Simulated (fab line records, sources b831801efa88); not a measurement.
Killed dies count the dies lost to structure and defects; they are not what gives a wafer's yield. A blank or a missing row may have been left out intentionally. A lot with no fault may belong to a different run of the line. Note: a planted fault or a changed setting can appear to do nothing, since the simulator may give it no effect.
A single fault, viewed from 2 desks    flow sky130    each desk has only its own numbers; what lay behind them comes last

## THE METROLOGY DESK
What the gauges read, lot by lot, whatever tool the lot ran on: means of the sampled wafers that have a number. Marked OUT: a lot whose mean sits more than 4 standard deviations from the usual mean, which makes it out of limits; the brackets give that distance.
Columns: A = cdNm at SKY_LDD_P_CD_MEAS_07, usual 380.3 nm; B = SD_N_OVL at SKY_SD_N_OVL_MEAS_08, usual 1.0 nm; C = SD_N_RS at SKY_SD_N_RS_MEAS_16, usual 68.48 ohm/sq
lot   first seen here  A      B     C
L848  day 20 16:21     383.7  0.7   68.33
L855  day 23 04:25     383.0  -     -
L856  day 23 10:58     383.7  -     -
L858  day 24 09:02     380.1  1.8   68.42
L859  day 24 12:19     381.6  -0.7  68.59
L860  day 24 15:41     380.8  3.6   68.75
L861  day 25 09:33     376.2  -0.6  68.47
L862  day 25 12:07     382.3  3.2   68.24
L864  day 26 01:18     380.0  0.2   68.53
L863  day 26 04:18     375.7  1.9   68.54
L866  day 26 09:50     381.4  0.4   68.43
L867  day 26 22:55     379.8  -0.7  68.44
L868  day 27 06:03     377.7  0.2   68.51
This desk's verdict: no lot among the 13 shows anything out of limits.

## THE TOOL OWNER'S DESK: rieDiel-04
The tool's own readings at SKY_POLY_CUT_ETCH_11 (etches Si3N4 in CF4/CH2F2/Ar, stops on poly-Si, time 42.5 s, target depth 60 nm): means of the sampled wafers that have a number, for each lot that ran on this tool. Marked OUT: a lot whose mean sits more than 4 standard deviations from the usual mean, which makes it out of limits; the brackets give that distance.
Columns: A = biasW at SKY_POLY_CUT_ETCH_11, usual 150.1 W; B = cf4FlowSccm at SKY_POLY_CUT_ETCH_11, usual 39.98 sccm; C = drypumpMotorCurrentA at SKY_POLY_CUT_ETCH_11, usual 5.6 A; D = oesProductAu at SKY_POLY_CUT_ETCH_11, usual 0.833 a.u.; E = throttleValvePct at SKY_POLY_CUT_ETCH_11, usual 14.995 %
lot   first seen here  A      B      C    D      E
L860  day 29 14:03     149.8  40.02  5.4  0.835  14.987
L861  day 30 05:21     150.6  39.92  5.3  0.833  14.994
L862  day 30 08:15     150.1  39.85  5.1  0.828  14.994
L863  day 31 01:32     149.7  40.01  5.7  0.832  15.000
L867  day 31 19:20     150.2  39.93  5.6  0.826  14.991
This desk's verdict: no lot among the 5 shows anything out of limits.

## ALL TOGETHER
The metrology desk saw nothing out of limits.
Nothing out of limits was seen by the tool owner's desk.

## WHAT THE SIMULATOR PUT IN
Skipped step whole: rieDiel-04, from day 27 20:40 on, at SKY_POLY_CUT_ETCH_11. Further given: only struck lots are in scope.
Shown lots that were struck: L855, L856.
